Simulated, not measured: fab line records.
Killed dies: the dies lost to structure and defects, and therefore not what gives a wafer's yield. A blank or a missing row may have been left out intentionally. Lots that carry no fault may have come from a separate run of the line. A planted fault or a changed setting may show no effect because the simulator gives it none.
Problem report in the 8D (eight disciplines) form, filled by code -- flow gf180mcu -- the parts of the form that need people (team, actions taken, sign-off) are left out

1. THE ISSUE
Wafers free of any fault read 49.8 nm (standard deviation 0.54) for SAB_CVD_00_THK at GF_SAB_THK_MEAS_01, against a mean of 69.0 nm on 2 wafers of 2 lots. That puts it +36 standard deviations away from the usual mean.
First seen on wafer L837.1, day 16 03:16, on film-metro-04. The record holds 42 wafers of 14 lots with a number at this step. By rule, "out" or "out of limits" means more than 4 standard deviations away from the usual mean. Any other wafer with a number is counted as sound.

2. WHAT IT IS, WHAT IT ISN'T
question,is,is not
which readings at this step,SAB_CVD_00_THK,-
which lots,"L837, L838","L832, L833, L834, L835, L845, L846, L848, L850, L851, L852, L854, L855"
which wafers of those lots,"L837.1, L838.4","L837.2, L837.3, L838.1, L838.6"
read on which gauges,"film-metro-02, film-metro-04",film-metro-03
when,from day 16 03:16,"up to then (14 sound wafers); but 26 sound wafers of L838, L845, L846, L848, L850, L851, L852, L854, L855 came after"

3. SUSPECTS, AND WHAT RULES EACH OUT
Counting: any tool at a process step up to the reading remains a suspect provided it ran every lot that is out. Sound lots after the first of them don't rule it out here, since some wafers of a struck lot are sound.
- ruled out: the gauge at GF_SAB_THK_MEAS_01. 2 gauges (film-metro-02, film-metro-04) read the wafers that are out.
- pecvd-02 at GF_SAB_CVD_00 (deposits SiO2 from TEOS, target thk 50 nm, time 4.9302 s): kept. It ran every lot that is out, first L837 (day 16 03:14); its last sound lot up to then is L835 (day 15 08:08).
- pecvd-02, GF_SAB_CVD_00: wafers that are out in chamber 0, sound lot-mates in chambers 1, 2.
After counting, what remains is pecvd-02 at GF_SAB_CVD_00.

4. THE CAUSE (what the simulator had put in)
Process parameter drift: pecvd-02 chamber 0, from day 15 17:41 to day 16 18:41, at GF_SAB_CVD_00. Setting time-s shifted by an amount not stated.
The count eliminated every tool but this one.

5. SEQUENCE OF EFFECTS, ordered by route
Each row: a reading whose mean over the struck wafers that have a number lies more than 3 standard deviations from the usual. Readings are gone through only where the record gives a usual standard deviation; hours: the median, over the lots, of the time from a lot's start at the first step in this table giving one to that lot's start at this step; sigmas: the change measured in usual standard deviations.
hours,step,reading,usual,on struck wafers,change,sigmas
0,GF_SAB_THK_MEAS_01,SAB_CVD_00_THK,49.8 nm,69.0,+19.2,+36
Later measuring or inspecting steps at which every struck wafer that the step has a row for has a number for every such reading, and none has moved that far: GF_V1_BOW_MEAS_05.

6. WHAT WOULD HAVE CAUGHT IT SOONER
Counted from the fault's start at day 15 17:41, it took 10 hours until the first out-of-limits reading at a measuring or inspecting step in this record, taken at day 16 03:16.
Of the tool readings at GF_SAB_CVD_00 for which the record gives a usual standard deviation, none was out on any struck wafer, so an alarm limit of 4 standard deviations on them would not have fired.
L838, from the lots that are out (2), started GF_SAB_CVD_00 on pecvd-02 later than day 16 03:16. A hold on the tool at that time would have spared it.
